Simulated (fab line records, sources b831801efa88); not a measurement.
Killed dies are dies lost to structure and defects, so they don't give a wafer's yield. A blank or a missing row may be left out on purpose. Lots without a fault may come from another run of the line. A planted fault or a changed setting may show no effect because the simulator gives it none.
fab line records | flow sky130 | part 2 of 2: steps 29 to 41 of 41
record lots=5 wafers=15 last_day=50
route steps=708 shown POLY_GATE@222 LDD_N@237 LDD_P@255
lots that met no fault: from a run of the same line without faults
start_h: hours from the record's first day to the start of the lot's first wafer shown | wait_h: hours since the lot's step before | " the same as in the row above | L1.1+2: a row that stands for several wafers | - no value, or no start given | * or withheld: withheld | < > ~ a bound
route shown NAME@n: a module of which the file shows steps, and the number in the route of the first | usual: mean/standard deviation of fault-free wafers | same: alike in all rows | chamber/n: place in a boat | sites: the reading at each site | _std_site: their standard deviation | _edge_site: outer sites' mean less inner sites' | radius_mm: how far each site lies from the wafer's centre | mask NAME#n: copy n | behind: the tool/chamber that last shaped the wafer | hold: why the lot was held/for how many hours/how that ended | device: the transistor (n, p or np) that didn't switch | end of line: the same wafers' tests at the end of the route | a step without rows: its recipe alone | killed: dies lost to structure and defects at the first sort, not the wafer's yield | map: a wafer's dies, x killed, . not, _ none there
set.NAME: the setting as run; set.NAME@STEP: as run at that earlier step | model.NAME: the simulator's own value behind a step, which no gauge read
lots at some steps of the route; a table a step, a row a wafer
services: from which hour (start_h, from the record's first day; less than 0 if before it) a tool's chamber was out of use, for how many hours, and why
## steps
# step SKY_LDD_N_IMPLANT_13
# recipe species=BF2 energy_kev=50 dose_cm2=5e+12 tilt_deg=30 rotation_deg=90
# usual end_station_pressure_torr=5.02e-06/2.7e-07
# columns lot.wafer tool chamber start_h wait_h end_station_pressure_torr
L075.2 implanter-04 0 409.48 0.1 5.22e-06
L075.3 " 0 " " 5.16e-06
L075.6 " 0 " " 4.95e-06
L079.1 implanter-04 0 445.46 0.1 4.67e-06
L079.2 " 0 " " 4.97e-06
L079.6 " 0 " " 4.92e-06
L083.1 implanter-04 0 482.46 0.1 5.19e-06
L083.2 " 0 " " 5.22e-06
L083.5 " 0 " " 4.88e-06
L092.3 implanter-01 0 565.22 0.1 5.15e-06
L092.4 " 0 " " 5.25e-06
L092.5 " 0 " " 4.72e-06
L097.1 implanter-04 0 613.96 0.1 5.01e-06
L097.2 " 0 " " 5e-06
L097.6 " 0 " " 5.02e-06
# step SKY_LDD_N_IMPLANT_14
# recipe species=BF2 energy_kev=50 dose_cm2=5e+12 tilt_deg=30 rotation_deg=180
# usual end_station_pressure_torr=5.05e-06/2.5e-07
# columns lot.wafer tool chamber start_h wait_h end_station_pressure_torr
L075.2 implanter-04 0 409.63 0.1 5.13e-06
L075.3 " 0 " " 4.95e-06
L075.6 " 0 " " 4.93e-06
L079.1 implanter-04 0 445.61 0.1 5.04e-06
L079.2 " 0 " " 4.64e-06
L079.6 " 0 " " 5.06e-06
L083.1 implanter-04 0 482.61 0.1 4.92e-06
L083.2 " 0 " " 4.93e-06
L083.5 " 0 " " 4.64e-06
L092.3 implanter-01 0 565.37 0.1 5.2e-06
L092.4 " 0 " " 5.17e-06
L092.5 " 0 " " 5.52e-06
L097.1 implanter-04 0 614.11 0.1 5.38e-06
L097.2 " 0 " " 4.91e-06
L097.6 " 0 " " 5.01e-06
# step SKY_LDD_N_IMPLANT_15
# recipe species=BF2 energy_kev=50 dose_cm2=5e+12 tilt_deg=30 rotation_deg=270
# usual end_station_pressure_torr=5.02e-06/2.5e-07
# columns lot.wafer tool chamber start_h wait_h end_station_pressure_torr
L075.2 implanter-04 0 409.78 0.1 5.1e-06
L075.3 " 0 " " 4.84e-06
L075.6 " 0 " " 4.85e-06
L079.1 implanter-04 0 445.76 0.1 4.98e-06
L079.2 " 0 " " 5.22e-06
L079.6 " 0 " " 4.83e-06
L083.1 implanter-04 0 482.76 0.1 5.09e-06
L083.2 " 0 " " 5.18e-06
L083.5 " 0 " " 5.29e-06
L092.3 implanter-01 0 565.52 0.1 4.9e-06
L092.4 " 0 " " 5.16e-06
L092.5 " 0 " " 5.02e-06
L097.1 implanter-04 0 614.26 0.1 5.05e-06
L097.2 " 0 " " 4.98e-06
L097.6 " 0 " " 4.86e-06
# step SKY_LDD_N_STRIP_16
# recipe chemistry=O2/N2 power_w=1400 pressure_mtorr=1500 platen_temp_c=withheld o2_flow_sccm=3000 n2_flow_sccm=300 overash_fraction=0.5
# usual drypump_motor_current_A=5.33/0.19 oes_product_au=0.407/0.0049 strip_time_to_endpoint_s=4.309/0.015
# same overash_fraction=0.5
# columns lot.wafer tool chamber start_h wait_h drypump_motor_current_A oes_product_au rf_hours_counter_h strip_time_to_endpoint_s
L075.2 plasma_asher-02 0 409.91 0.1 5.31 0.416 72 4.296
L075.3 " 1 " " 5.35 0.401 - 4.311
L075.6 " 0 " " 5.31 0.402 - 4.318
L079.1 plasma_asher-02 1 445.91 0.1 5.35 0.405 75 4.299
L079.2 " 0 " " 5.31 0.408 75 4.289
L079.6 " 1 " " 5.36 0.399 - 4.299
L083.1 plasma_asher-02 1 482.91 0.1 5.36 0.405 79 4.304
L083.2 " 0 " " 5.30 0.411 79 4.326
L083.5 " 0 " " 5.31 0.399 - 4.286
L092.3 plasma_asher-02 1 565.66 0.1 5.37 0.404 - 4.298
L092.4 " 0 " " 5.30 0.409 - 4.295
L092.5 " 0 " " 5.28 0.407 - 4.303
L097.1 plasma_asher-02 0 614.41 0.1 5.30 0.412 93 4.343
L097.2 " 1 " " 5.37 0.407 93 4.323
L097.6 " 1 " " 5.37 0.401 - 4.336
# step SKY_LDD_N_TW_MEAS_17
# usual LDD_N_TW=2560/24
# columns lot.wafer tool chamber start_h wait_h LDD_N_TW
L075.2 film_metro-02 - 410.02 0.1 2514
L075.3 " - " " 2512
L075.6 " - " " 2518
L079.1 film_metro-02 - 446.01 0.1 2523
L079.2 " - " " 2533
L079.6 " - " " 2528
L083.1 film_metro-03 - 483.01 0.1 2583
L083.2 " - " " 2584
L083.5 " - " " 2596
L092.3 film_metro-04 - 565.74 0.1 2574
L092.4 " - " " 2565
L092.5 " - " " 2565
L097.1 film_metro-02 - 614.51 0.1 2542
L097.2 " - " " 2541
L097.6 " - " " 2542
# step SKY_LDD_P_DEHYDRATE_00
# recipe temp_c=200 time_s=60
# columns lot.wafer tool chamber start_h wait_h
L075.2+3+6 litho_track-02 0 424.61 14.6
L079.1+2+6 litho_track-02 0 460.04 14.0
L083.1+2+5 litho_track-03 0 498.06 15.0
L092.3+4+5 litho_track-02 0 579.64 13.9
L097.1+2+6 litho_track-04 0 628.72 14.2
# step SKY_LDD_P_HMDS_01
# recipe prime_time_s=60 prime_temp_c=120
# columns lot.wafer tool chamber start_h wait_h
L075.2+3+6 litho_track-02 0 424.76 0.1
L079.1+2+6 litho_track-02 0 460.19 0.1
L083.1+2+5 litho_track-03 0 498.21 0.1
L092.3+4+5 litho_track-02 0 579.79 0.1
L097.1+2+6 litho_track-04 0 628.87 0.1
# step SKY_LDD_P_COAT_02
# recipe resist=NOVOLAK spin_rpm=3000 resist_thk_nm=1140
# columns lot.wafer tool chamber start_h wait_h
L075.2+3+6 litho_track-02 0 424.91 0.1
L079.1+2+6 litho_track-02 0 460.34 0.1
L083.1+2+5 litho_track-03 0 498.36 0.1
L092.3+4+5 litho_track-02 0 579.94 0.1
L097.1+2+6 litho_track-04 0 629.02 0.1
# step SKY_LDD_P_SOFTBAKE_03
# recipe temp_c=90 time_s=60 resist=NOVOLAK
# columns lot.wafer tool chamber start_h wait_h
L075.2+3+6 litho_track-02 0 425.06 0.1
L079.1+2+6 litho_track-02 0 460.49 0.1
L083.1+2+5 litho_track-03 0 498.51 0.1
L092.3+4+5 litho_track-02 0 580.09 0.1
L097.1+2+6 litho_track-04 0 629.17 0.1
# step SKY_LDD_P_EXPOSE_04
# recipe mask_id=PSDM na=0.6 source_shape=conventional sigma_outer=0.6 polarization=unpolarized target_cd_nm=380 dose_mj=138
# columns lot.wafer tool chamber start_h wait_h mask
L075.2+3+6 iline_stepper-02 0 - - PSDM#0
L079.1+2+6 iline_stepper-01 0 - - PSDM#0
L083.1+2+5 iline_stepper-01 0 - - PSDM#0
L092.3+4+5 iline_stepper-02 0 - - PSDM#0
L097.1+2+6 iline_stepper-01 0 - - PSDM#0
# step SKY_LDD_P_PEB_05
# recipe temp_c=withheld time_s=* resist=NOVOLAK
# columns lot.wafer tool chamber start_h wait_h
L075.2+3+6 litho_track-04 0 - -
L079.1+2+6 litho_track-04 0 - -
L083.1+2+5 litho_track-02 0 - -
L092.3+4+5 litho_track-03 0 - -
L097.1+2+6 litho_track-04 0 - -
# step SKY_LDD_P_DEVELOP_06
# recipe resist=NOVOLAK developer=TMAH develop_time_s=60 dev_temp_c=23
# columns lot.wafer tool chamber start_h wait_h
L075.2+3+6 litho_track-04 0 440.75 0.1
L079.1+2+6 litho_track-04 0 476.12 0.1
L083.1+2+5 litho_track-02 0 513.24 0.1
L092.3+4+5 litho_track-03 0 595.16 0.1
L097.1+2+6 litho_track-04 0 643.37 0.1
# step SKY_LDD_P_CD_MEAS_07
# recipe target_cd_nm=380
# usual cd_nm=380.1/2.6
# columns lot.wafer tool chamber start_h wait_h cd_nm
L075.2 cd_sem-01 - 440.89 0.1 379.6
L075.3 " - " " 380.6
L075.6 " - " " 380.8
L079.1 cd_sem-02 - 476.27 0.1 379.5
L079.2 " - " " 377.4
L079.6 " - " " 379.1
L083.1 cd_sem-01 - 513.39 0.1 377.6
L083.2 " - " " 374.6
L083.5 " - " " 375.2
L092.3 cd_sem-02 - 595.30 0.1 380.6
L092.4 " - " " 381.7
L092.5 " - " " 380.2
L097.1 cd_sem-02 - 643.52 0.1 380.8
L097.2 " - " " 379.3
L097.6 " - " " 380.8
## services
# columns tool chamber start_h hours kind
krf_scanner-02 - 338.30 1.3 pm
krf_scanner-02 - 349.28 0.8 pm
krf_scanner-02 - 367.35 1.0 pm
krf_scanner-02 - 372.26 0.4 repair
furnace-02 - 374.06 4.1 pm
implanter-01 - 389.87 5.1 pm
rie_diel-01 - 409.23 2.3 repair
plasma_asher-02 - 427.39 11.1 repair
implanter-01 - 428.88 0.7 repair
iline_stepper-01 - 429.02 1.7 pm
implanter-01 - 431.14 4.7 repair
iline_stepper-01 - 434.51 3.7 repair
iline_stepper-02 - 482.63 1.7 pm
implanter-04 - 500.36 0.7 repair
iline_stepper-02 - 502.53 2.1 pm
implanter-04 - 516.11 5.6 pm
rie_diel-01 0 534.79 7.2 repair
implanter-04 - 549.93 0.8 repair
rie_diel-01 - 588.87 2.8 pm
iline_stepper-01 - 604.38 2.7 repair
implanter-04 - 622.46 3.2 repair
implanter-01 - 627.24 1.8 repair
rie_diel-01 1 631.98 3.2 repair
plasma_asher-02 - 640.70 0.9 repair
